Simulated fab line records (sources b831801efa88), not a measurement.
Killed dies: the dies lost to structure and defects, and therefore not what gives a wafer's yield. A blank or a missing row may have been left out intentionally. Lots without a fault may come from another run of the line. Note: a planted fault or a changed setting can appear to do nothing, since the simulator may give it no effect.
fab line records | flow gf180mcu
record: lots: 24 wafers: 72 last_day: 34
route steps=602 shown M2@362 V2@403 M3@423 M5@537 TOP_METAL@567
lots untouched by any fault: they come from a run of this same line in which no faults occurred
start_h: the number of hours between the record's first day and the start of the first shown wafer of the lot | wait_h: hours elapsed since this lot's preceding step | " unchanged from the row above | L1.1+2: a single row standing in for several wafers | - no value, or no start was given | * or withheld: withheld | < > ~ a bound
route shown NAME@n: NAME is a module with steps in the file, n the number in the route of the first one | usual: mean/standard deviation taken from wafers without a fault | same: alike in all rows | chamber/n: place in a boat | sites: per-site readings | _std_site: the values' standard deviation | _edge_site: mean of outer sites minus mean of inner sites | radius_mm: how far each site lies from the wafer's centre | mask NAME#n: copy n | behind: the most recent tool/chamber to have shaped the wafer | hold: why the lot went on hold/how many hours it stayed there/how the hold came to an end | device: which transistor (n, p or np) failed to switch | end of line: the route-end tests of the same wafers | step lacking rows: just its recipe | killed: the dies lost at the first sort to structure and to defects; this is not the yield of the wafer | map: dies across one wafer; x = killed, . = not, _ = none there
set.NAME: the setting as run; set.NAME@STEP: as run at that earlier step | model.NAME: the simulator's own value behind a step, which no gauge read
steps of the route over a sample of lots; a table a step, a row a wafer
services: the hour from which a tool's chamber was out of use, counted from the record's first day as start_h (under 0 if before that day), plus the number of hours and why
== steps ==
step: GF_M2_SPUTTER_00
recipe: material: Ti target_thk_nm: 37.5 arriving_ion_energy_ev: 80 substrate_temp_c: 200 chamber_pressure_pa: 2 power_w: 4000 time_s: 150
usual: throttle_valve_pct: 30.2/0.97
columns lot.wafer tool chamber start_h wait_h throttle_valve_pct
L074.1 pvd_sputter-04 - 416.70 0.2 29.3
L074.3 " - " " 30.2
L074.5 " - " " 30.4
L075.1 pvd_sputter-02 - 425.32 0.1 30.5
L075.2 " - " " 29.6
L075.4 " - " " 29.4
L076.2 pvd_sputter-02 - 429.85 0.2 29.9
L076.3 " - " " 29.5
L076.5 " - " " 31.5
L077.3 pvd_sputter-03 - 438.18 0.1 29.1
L077.4 " - " " 31.1
L077.6 " - " " 29.2
L078.1 pvd_sputter-04 - 451.74 0.2 30.2
L078.2 " - " " 29.3
L078.6 " - " " 29.1
L079.2 pvd_sputter-02 - 456.39 0.2 29.4
L079.5 " - " " 29.8
L079.6 " - " " 31.3
L080.2 pvd_sputter-04 - 465.04 0.2 31.2
L080.4 " - " " 30.2
L080.6 " - " " 30.4
L081.2 pvd_sputter-03 - 479.72 0.1 30.9
L081.4 " - " " 29.2
L081.5 " - " " 31.0
L082.3 pvd_sputter-03 - 487.74 0.1 29.2
L082.4 " - " " 30.9
L082.5 " - " " 28.9
L083.3 pvd_sputter-04 - 492.88 0.2 31.2
L083.4 " - " " 30.2
L083.5 " - " " 29.5
L084.4 pvd_sputter-03 - 510.06 0.2 28.9
L084.5 " - " " 31.2
L084.6 " - " " 29.1
L085.1 pvd_sputter-02 - 517.57 0.2 29.9
L085.5 " - " " 29.7
L085.6 " - " " 31.2
L086.1 pvd_sputter-02 - 525.11 0.1 31.4
L086.2 " - " " 29.4
L086.3 " - " " 29.8
L087.2 pvd_sputter-04 - 531.50 0.2 29.2
L087.3 " - " " 31.2
L087.6 " - " " 29.3
L088.2 pvd_sputter-04 - 541.71 0.2 29.4
L088.3 " - " " 28.8
L088.5 " - " " 29.5
L089.1 pvd_sputter-03 - 548.49 0.1 32.0
L089.3 " - " " 31.0
L089.6 " - " " 29.4
L090.1 pvd_sputter-02 - 553.13 0.2 30.1
L090.2 " - " " 31.3
L090.4 " - " " 29.8
L091.1 pvd_sputter-02 - 562.53 0.2 29.4
L091.2 " - " " 31.5
L091.4 " - " " 29.6
L092.2 pvd_sputter-03 - 571.15 0.1 30.8
L092.4 " - " " 29.3
L092.5 " - " " 29.1
L093.1 pvd_sputter-03 - 576.39 0.1 29.0
L093.4 " - " " 29.3
L093.5 " - " " 32.2
L094.1 pvd_sputter-03 - 589.37 0.1 30.9
L094.2 " - " " 29.1
L094.4 " - " " 29.2
L095.3 pvd_sputter-03 - 595.47 0.2 31.0
L095.4 " - " " 29.1
L095.5 " - " " 32.2
L096.2 pvd_sputter-02 - 607.67 0.1 29.4
L096.4 " - " " 30.2
L096.6 " - " " 29.6
L097.1 pvd_sputter-02 - 614.92 0.2 31.2
L097.3 " - " " 29.7
L097.4 " - " " 29.9
step: GF_V2_SPUTTER_21
recipe: material: Ti target_thk_nm: 15 chamber_pressure_pa: 5 power_w: 2500 substrate_temp_c: 200 time_s: 80.02
usual: throttle_valve_pct: 30.1/1
columns lot.wafer tool chamber start_h wait_h throttle_valve_pct
L074.1 pvd_sputter-04 - 467.44 0.0 31.3
L074.3 " - " " 30.4
L074.5 " - " " 31.5
L075.1 pvd_sputter-02 - 475.72 0.0 30.0
L075.2 " - " " 29.6
L075.4 " - " " 31.5
L076.2 pvd_sputter-04 - 480.62 0.0 31.3
L076.3 " - " " 29.3
L076.5 " - " " 29.0
L077.3 pvd_sputter-04 - 489.37 0.0 30.4
L077.4 " - " " 29.2
L077.6 " - " " 30.4
L078.1 pvd_sputter-02 - 501.70 0.0 29.3
L078.2 " - " " 30.0
L078.6 " - " " 30.3
L079.2 pvd_sputter-02 - 507.14 0.0 29.4
L079.5 " - " " 29.7
L079.6 " - " " 29.2
L080.2 pvd_sputter-02 - 515.17 0.0 30.2
L080.4 " - " " 29.3
L080.6 " - " " 29.5
L081.2 pvd_sputter-04 - 529.12 0.0 30.3
L081.4 " - " " 31.3
L081.5 " - " " 30.7
L082.3 pvd_sputter-01 - 537.13 0.0 31.0
L082.4 " - " " 30.7
L082.5 " - " " 28.0
L083.3 pvd_sputter-02 - 541.93 0.0 30.4
L083.4 " - " " 29.7
L083.5 " - " " 31.1
L084.4 pvd_sputter-01 - 558.49 0.0 30.9
L084.5 " - " " 30.4
L084.6 " - " " 30.9
L085.1 pvd_sputter-01 - 564.49 0.0 30.5
L085.5 " - " " 31.2
L085.6 " - " " 30.0
L086.1 pvd_sputter-01 - 572.50 0.0 30.3
L086.2 " - " " 27.6
L086.3 " - " " 30.9
L087.2 pvd_sputter-01 - 578.95 0.0 30.7
L087.3 " - " " 30.2
L087.6 " - " " 30.9
L088.2 pvd_sputter-02 - 587.97 0.0 30.5
L088.3 " - " " 29.4
L088.5 " - " " 30.3
L089.1 pvd_sputter-01 - 595.12 0.0 30.7
L089.3 " - " " 28.0
L089.6 " - " " 27.9
L090.1 pvd_sputter-04 - 599.43 0.0 28.8
L090.2 " - " " 29.3
L090.4 " - " " 30.4
L091.1 pvd_sputter-01 - 608.09 0.0 27.9
L091.2 " - " " 31.1
L091.4 " - " " 30.6
L092.2 pvd_sputter-01 - 616.34 0.0 30.9
L092.4 " - " " 28.0
L092.5 " - " " 31.0
L093.1 pvd_sputter-01 - 621.68 0.0 27.7
L093.4 " - " " 30.1
L093.5 " - " " 30.8
L094.1 pvd_sputter-04 - 633.99 0.0 30.3
L094.2 " - " " 31.3
L094.4 " - " " 29.4
L095.3 pvd_sputter-02 - 638.72 0.0 30.5
L095.4 " - " " 31.5
L095.5 " - " " 29.3
L096.2 pvd_sputter-02 - 651.03 0.0 29.8
L096.4 " - " " 30.2
L096.6 " - " " 30.3
L097.1 pvd_sputter-01 - 658.16 0.0 30.1
L097.3 " - " " 30.9
L097.4 " - " " 30.4
step: GF_M3_CD_MEAS_14
recipe: target_cd_nm: 280
usual: cd_nm: 280.4/1.3
columns lot.wafer tool chamber start_h wait_h cd_nm
L074.1 cd_sem-02 - 492.62 0.1 281.0
L074.3 " - " " 278.4
L074.5 " - " " 278.6
L075.1 cd_sem-01 - 500.24 0.1 280.8
L075.2 " - " " 278.8
L075.4 " - " " 280.4
L076.2 cd_sem-02 - 505.36 0.1 283.6
L076.3 " - " " 282.5
L076.5 " - " " 282.4
L077.3 cd_sem-01 - 513.70 0.1 281.7
L077.4 " - " " 281.0
L077.6 " - " " 283.9
L078.1 cd_sem-02 - 525.69 0.1 281.0
L078.2 " - " " 281.5
L078.6 " - " " 281.5
L079.2 cd_sem-02 - 530.98 0.1 282.8
L079.5 " - " " 282.2
L079.6 " - " " 281.3
L080.2 cd_sem-01 - 538.76 0.1 279.2
L080.4 " - " " 279.5
L080.6 " - " " 278.3
L081.2 cd_sem-01 - 552.46 0.2 279.1
L081.4 " - " " 280.5
L081.5 " - " " 281.2
L082.3 cd_sem-01 - 559.85 0.1 279.5
L082.4 " - " " 279.2
L082.5 " - " " 278.8
L083.3 cd_sem-01 - 565.48 0.1 281.6
L083.4 " - " " 282.6
L083.5 " - " " 282.2
L084.4 cd_sem-01 - 581.96 0.1 280.3
L084.5 " - " " 280.3
L084.6 " - " " 281.1
L085.1 cd_sem-01 - 587.50 0.1 279.7
L085.5 " - " " 280.0
L085.6 " - " " 279.3
L086.1 cd_sem-02 - 595.19 0.1 281.3
L086.2 " - " " 280.8
L086.3 " - " " 279.4
L087.2 cd_sem-01 - 601.22 0.1 279.8
L087.3 " - " " 280.7
L087.6 " - " " 279.7
L088.2 cd_sem-02 - 610.02 0.1 279.2
L088.3 " - " " 279.9
L088.5 " - " " 280.0
L089.1 cd_sem-01 - 616.77 0.1 280.7
L089.3 " - " " 280.7
L089.6 " - " " 279.9
L090.1 cd_sem-02 - 621.67 0.1 278.8
L090.2 " - " " 279.4
L090.4 " - " " 280.0
L091.1 cd_sem-01 - 630.37 0.1 280.8
L091.2 " - " " 281.2
L091.4 " - " " 280.3
L092.2 cd_sem-02 - 637.49 0.1 280.7
L092.4 " - " " 280.3
L092.5 " - " " 280.8
L093.1 cd_sem-02 - 642.87 0.1 278.5
L093.4 " - " " 277.7
L093.5 " - " " 277.5
L094.1 cd_sem-02 - 655.34 0.1 280.4
L094.2 " - " " 281.9
L094.4 " - " " 281.2
L095.3 cd_sem-01 - 658.96 0.1 282.3
L095.4 " - " " 281.3
L095.5 " - " " 281.1
L096.2 cd_sem-01 - 670.51 0.1 279.4
L096.4 " - " " 280.8
L096.6 " - " " 280.9
L097.1 cd_sem-02 - 677.94 0.1 280.3
L097.3 " - " " 279.8
L097.4 " - " " 281.3
step: GF_M5_STRIP_11
recipe: chemistry: O2/N2 power_w: 1400 pressure_mtorr: 1500 platen_temp_c: 250 o2_flow_sccm: 3000 n2_flow_sccm: 300 overash_fraction: 0.5
usual: drypump_motor_current_A: 5.6/0.46 heater_power_w: 326/26 oes_product_au: 0.545/0.0053 platen_temp_c: 250.00/0.19 strip_time_to_endpoint_s: 7.57/0.045
columns lot.wafer tool chamber start_h wait_h drypump_motor_current_A heater_power_w oes_product_au platen_temp_c rf_hours_counter_h strip_time_to_endpoint_s
L074.1 plasma_asher-03 0 611.21 0.1 6.1 275 0.542 249.79 15 7.52
L074.3 " 0 " " 6.1 276 0.541 249.77 - 7.57
L074.5 " 0 " " 6.1 280 0.539 250.00 - 7.54
L075.1 plasma_asher-03 1 618.00 0.1 5.7 335 0.542 249.89 15 7.57
L075.2 " 0 " " 6.1 280 0.545 249.87 15 7.53
L075.4 " 0 " " 6.1 283 0.546 250.21 - 7.53
L076.2 plasma_asher-02 0 622.44 0.1 5.3 325 0.540 249.69 78 7.44
L076.3 " 0 " " 5.3 318 0.541 249.61 - 7.50
L076.5 " 1 " " 4.9 367 0.538 249.99 - 7.47
L077.3 plasma_asher-03 1 630.04 0.1 5.7 329 0.533 249.97 - 7.47
L077.4 " 0 " " 6.1 278 0.538 250.08 - 7.50
L077.6 " 1 " " 5.8 330 0.539 250.17 - 7.53
L078.1 plasma_asher-02 0 640.83 0.1 5.3 317 0.545 250.33 79 7.60
L078.2 " 1 " " 5.0 365 0.539 249.89 79 7.56
L078.6 " 1 " " 5.0 361 0.553 249.84 - 7.59
L079.2 plasma_asher-04 0 647.00 0.1 6.3 317 0.538 250.16 58 7.53
L079.5 " 1 " " 5.4 348 0.544 250.08 - 7.60
L079.6 " 0 " " 6.2 314 0.548 250.21 - 7.54
L080.2 plasma_asher-02 0 651.73 0.1 5.3 314 0.554 249.77 80 7.55
L080.4 " 1 " " 5.0 362 0.550 250.04 - 7.60
L080.6 " 1 " " 5.0 362 0.540 250.27 - 7.59
L081.2 plasma_asher-02 1 664.05 0.1 5.0 370 0.551 249.97 81 7.54
L081.4 " 1 " " 5.0 369 0.550 249.88 - 7.60
L081.5 " 0 " " 5.3 321 0.547 249.93 - 7.54
L082.3 plasma_asher-02 1 669.12 0.1 5.0 360 0.546 249.98 - 7.62
L082.4 " 0 " " 5.3 313 0.547 249.96 - 7.62
L082.5 " 0 " " 5.3 313 0.548 249.91 - 7.58
L083.3 plasma_asher-04 0 676.51 0.1 6.3 316 0.549 249.70 - 7.48
L083.4 " 1 " " 5.4 339 0.543 250.16 - 7.56
L083.5 " 1 " " 5.3 346 0.548 249.85 - 7.56
L084.4 plasma_asher-04 1 690.05 0.1 5.4 342 0.540 249.90 - 7.63
L084.5 " 1 " " 5.4 340 0.545 250.21 - 7.58
L084.6 " 0 " " 6.3 306 0.542 249.94 - 7.50
L085.1 plasma_asher-02 0 693.26 0.1 5.3 316 0.547 250.06 85 7.54
L085.5 " 1 " " 5.0 362 0.539 250.30 - 7.55
L085.6 " 0 " " 5.3 317 0.544 249.98 - 7.56
L086.1 plasma_asher-04 0 700.28 0.1 6.3 316 0.551 250.16 65 7.63
L086.2 " 1 " " 5.3 344 0.541 250.15 65 7.63
L086.3 " 0 " " 6.3 312 0.546 250.07 - 7.60
L087.2 plasma_asher-02 1 705.88 0.1 5.0 356 0.539 250.43 86 7.48
L087.3 " 0 " " 5.3 314 0.535 250.09 - 7.49
L087.6 " 1 " " 4.9 359 0.544 250.23 - 7.57
L088.2 plasma_asher-04 1 714.38 0.1 5.4 339 0.547 249.70 67 7.59
L088.3 " 0 " " 6.3 313 0.544 250.17 - 7.55
L088.5 " 0 " " 6.3 303 0.546 250.15 - 7.58
L089.1 plasma_asher-03 0 718.79 0.1 6.1 284 0.548 249.87 23 7.58
L089.3 " 1 " " 5.7 329 0.565 250.10 - 7.60
L089.6 " 1 " " 5.7 336 0.551 250.16 - 7.61
L090.1 plasma_asher-03 1 723.91 0.1 5.7 342 0.553 249.70 24 7.55
L090.2 " 0 " " 6.1 290 0.546 250.08 24 7.61
L090.4 " 1 " " 5.8 335 0.542 249.71 - 7.56
L091.1 plasma_asher-04 0 731.06 0.1 6.3 314 0.547 250.00 68 7.58
L091.2 " 1 " " 5.3 338 0.538 250.12 68 7.62
L091.4 " 0 " " 6.3 312 0.542 249.84 - 7.59
L092.2 plasma_asher-02 0 740.96 0.1 5.3 312 0.544 250.01 89 7.59
L092.4 " 0 " " 5.3 321 0.548 249.93 - 7.56
L092.5 " 0 " " 5.3 322 0.549 250.27 - 7.60
L093.1 plasma_asher-03 0 741.64 0.2 6.1 285 0.550 249.87 26 7.64
L093.4 " 1 " " 5.8 332 0.546 249.92 - 7.65
L093.5 " 0 " " 6.1 281 0.553 250.06 - 7.66
L094.1 plasma_asher-03 0 752.18 0.1 6.1 285 0.547 249.75 27 7.60
L094.2 " 1 " " 5.8 329 0.548 249.82 27 7.60
L094.4 " 1 " " 5.8 339 0.537 249.91 - 7.57
L095.3 plasma_asher-04 0 756.88 0.1 6.2 305 0.546 250.12 - 7.57
L095.4 " 1 " " 5.3 340 0.549 249.94 - 7.59
L095.5 " 0 " " 6.2 324 0.539 250.08 - 7.55
L096.2 plasma_asher-04 0 766.28 0.1 6.3 313 0.545 249.98 72 7.55
L096.4 " 0 " " 6.3 317 0.549 250.12 - 7.56
L096.6 " 1 " " 5.3 341 0.540 250.04 - 7.55
L097.1 plasma_asher-03 1 771.11 0.1 5.8 337 0.547 249.89 29 7.60
L097.3 " 0 " " 6.1 286 0.550 250.21 - 7.52
L097.4 " 1 " " 5.8 340 0.546 250.02 - 7.53
step: GF_TOP_METAL_SPUTTER_00
recipe: material: Ti target_thk_nm: 37.5 arriving_ion_energy_ev: 80 substrate_temp_c: 200 chamber_pressure_pa: 2 power_w: 4000 time_s: 150
usual: throttle_valve_pct: 30.2/1
columns lot.wafer tool chamber start_h wait_h throttle_valve_pct
L074.1 pvd_sputter-03 - 634.36 0.1 32.1
L074.3 " - " " 28.9
L074.5 " - " " 29.0
L075.1 pvd_sputter-03 - 641.36 0.2 30.9
L075.2 " - " " 29.0
L075.4 " - " " 32.4
L076.2 pvd_sputter-03 - 645.52 0.1 30.9
L076.3 " - " " 29.2
L076.5 " - " " 29.2
L077.3 pvd_sputter-03 - 652.02 0.1 31.0
L077.4 " - " " 29.2
L077.6 " - " " 29.4
L078.1 pvd_sputter-03 - 663.20 0.2 29.0
L078.2 " - " " 29.0
L078.6 " - " " 31.1
L079.2 pvd_sputter-02 - 668.42 0.2 31.4
L079.5 " - " " 29.7
L079.6 " - " " 29.5
L080.2 pvd_sputter-04 - 673.46 0.1 31.1
L080.4 " - " " 29.1
L080.6 " - " " 29.3
L081.2 pvd_sputter-04 - 685.04 0.1 29.2
L081.4 " - " " 29.4
L081.5 " - " " 30.3
L082.3 pvd_sputter-02 - 690.63 0.2 29.5
L082.4 " - " " 31.3
L082.5 " - " " 30.6
L083.3 pvd_sputter-02 - 697.77 0.2 30.2
L083.4 " - " " 29.9
L083.5 " - " " 29.4
L084.4 pvd_sputter-04 - 711.35 0.2 31.2
L084.5 " - " " 29.3
L084.6 " - " " 31.2
L085.1 pvd_sputter-03 - 714.40 0.1 29.1
L085.5 " - " " 30.9
L085.6 " - " " 29.0
L086.1 pvd_sputter-02 - 721.27 0.1 30.2
L086.2 " - " " 29.8
L086.3 " - " " 29.3
L087.2 pvd_sputter-03 - 726.49 0.2 29.3
L087.3 " - " " 31.0
L087.6 " - " " 29.0
L088.2 pvd_sputter-02 - 735.02 0.2 30.0
L088.3 " - " " 30.6
L088.5 " - " " 29.4
L089.1 pvd_sputter-03 - 739.11 0.2 29.1
L089.3 " - " " 32.2
L089.6 " - " " 29.1
L090.1 pvd_sputter-02 - 744.21 0.1 31.5
L090.2 " - " " 29.5
L090.4 " - " " 30.1
L091.1 pvd_sputter-03 - 751.29 0.2 31.0
L091.2 " - " " 29.6
L091.4 " - " " 32.2
L092.2 pvd_sputter-03 - 760.06 0.2 32.1
L092.4 " - " " 31.4
L092.5 " - " " 32.4
L093.1 pvd_sputter-03 - 761.31 0.1 32.3
L093.4 " - " " 30.9
L093.5 " - " " 29.1
L094.1 pvd_sputter-02 - 770.37 0.2 31.2
L094.2 " - " " 29.5
L094.4 " - " " 30.2
L095.3 pvd_sputter-02 - 774.71 0.1 29.6
L095.4 " - " " 30.4
L095.5 " - " " 31.4
L096.2 pvd_sputter-04 - 783.71 0.1 31.1
L096.4 " - " " 30.3
L096.6 " - " " 29.2
L097.1 pvd_sputter-03 - 788.91 0.1 29.2
L097.3 " - " " 29.2
L097.4 " - " " 30.9
step: GF_TOP_METAL_CD_MEAS_14
recipe: target_cd_nm: 440
usual: cd_nm: 440.4/2.6
columns lot.wafer tool chamber start_h wait_h cd_nm
L074.1 cd_sem-02 - 655.10 0.1 442.6
L074.3 " - " " 442.8
L074.5 " - " " 445.0
L075.1 cd_sem-02 - 661.22 0.1 440.4
L075.2 " - " " 440.5
L075.4 " - " " 439.5
L076.2 cd_sem-02 - 665.14 0.1 435.6
L076.3 " - " " 438.0
L076.5 " - " " 435.6
L077.3 cd_sem-02 - 671.01 0.1 439.2
L077.4 " - " " 439.3
L077.6 " - " " 438.9
L078.1 cd_sem-01 - 682.12 0.1 437.3
L078.2 " - " " 437.0
L078.6 " - " " 436.9
L079.2 cd_sem-02 - 688.04 0.1 442.2
L079.5 " - " " 441.6
L079.6 " - " " 441.0
L080.2 cd_sem-01 - 692.79 0.1 440.8
L080.4 " - " " 438.6
L080.6 " - " " 442.3
L081.2 cd_sem-01 - 703.77 0.1 444.8
L081.4 " - " " 444.4
L081.5 " - " " 441.2
L082.3 cd_sem-02 - 709.46 0.1 442.6
L082.4 " - " " 446.5
L082.5 " - " " 443.2
L083.3 cd_sem-02 - 716.81 0.1 434.3
L083.4 " - " " 439.0
L083.5 " - " " 438.0
L084.4 cd_sem-01 - 729.23 0.1 443.1
L084.5 " - " " 444.7
L084.6 " - " " 441.4
L085.1 cd_sem-01 - 732.25 0.1 441.3
L085.5 " - " " 441.2
L085.6 " - " " 441.1
L086.1 cd_sem-01 - 738.50 0.1 442.0
L086.2 " - " " 442.3
L086.3 " - " " 441.0
L087.2 cd_sem-02 - 744.32 0.1 439.0
L087.3 " - " " 435.6
L087.6 " - " " 438.5
L088.2 cd_sem-02 - 752.49 0.1 439.8
L088.3 " - " " 437.2
L088.5 " - " " 439.3
L089.1 cd_sem-02 - 756.47 0.1 438.6
L089.3 " - " " 439.8
L089.6 " - " " 442.4
L090.1 cd_sem-01 - 760.97 0.1 441.8
L090.2 " - " " 443.9
L090.4 " - " " 444.3
L091.1 cd_sem-02 - 772.75 0.1 437.0
L091.2 " - " " 438.6
L091.4 " - " " 439.1
L092.2 cd_sem-02 - 775.74 0.1 438.8
L092.4 " - " " 437.9
L092.5 " - " " 436.7
L093.1 cd_sem-02 - 776.55 0.1 444.5
L093.4 " - " " 441.2
L093.5 " - " " 445.8
L094.1 cd_sem-02 - 785.32 0.1 437.0
L094.2 " - " " 437.1
L094.4 " - " " 439.3
L095.3 cd_sem-02 - 790.26 0.1 440.8
L095.4 " - " " 442.1
L095.5 " - " " 441.3
L096.2 cd_sem-01 - 798.89 0.1 438.6
L096.4 " - " " 437.8
L096.6 " - " " 438.5
L097.1 cd_sem-01 - 803.60 0.1 442.5
L097.3 " - " " 442.7
L097.4 " - " " 444.8
== services ==
columns tool chamber start_h hours kind
plasma_asher-03 - 412.22 0.5 repair
plasma_asher-03 - 421.25 9.0 pm
plasma_asher-04 - 435.42 1.0 repair
plasma_asher-04 - 465.86 2.4 repair
plasma_asher-03 - 495.22 2.7 repair
plasma_asher-03 - 498.47 34.6 pm
pvd_sputter-03 - 539.28 3.2 repair
pvd_sputter-04 - 546.96 13.0 repair
pvd_sputter-04 - 551.38 47.9 repair
pvd_sputter-02 - 557.02 1.4 repair
plasma_asher-03 - 561.59 0.4 repair
pvd_sputter-01 - 600.69 5.3 repair
pvd_sputter-04 - 603.04 1.2 repair
plasma_asher-02 - 605.46 2.7 repair
pvd_sputter-01 - 609.77 1.6 repair
pvd_sputter-01 - 621.88 10.5 repair
pvd_sputter-04 - 685.41 2.9 repair
pvd_sputter-02 - 707.29 1.7 repair
pvd_sputter-01 - 713.58 3.1 repair
pvd_sputter-04 - 721.84 7.3 repair
pvd_sputter-02 - 731.93 2.5 repair
pvd_sputter-02 - 738.53 5.2 repair
pvd_sputter-02 - 749.25 5.4 repair
pvd_sputter-01 - 772.99 6.3 repair
== key ==
fault none
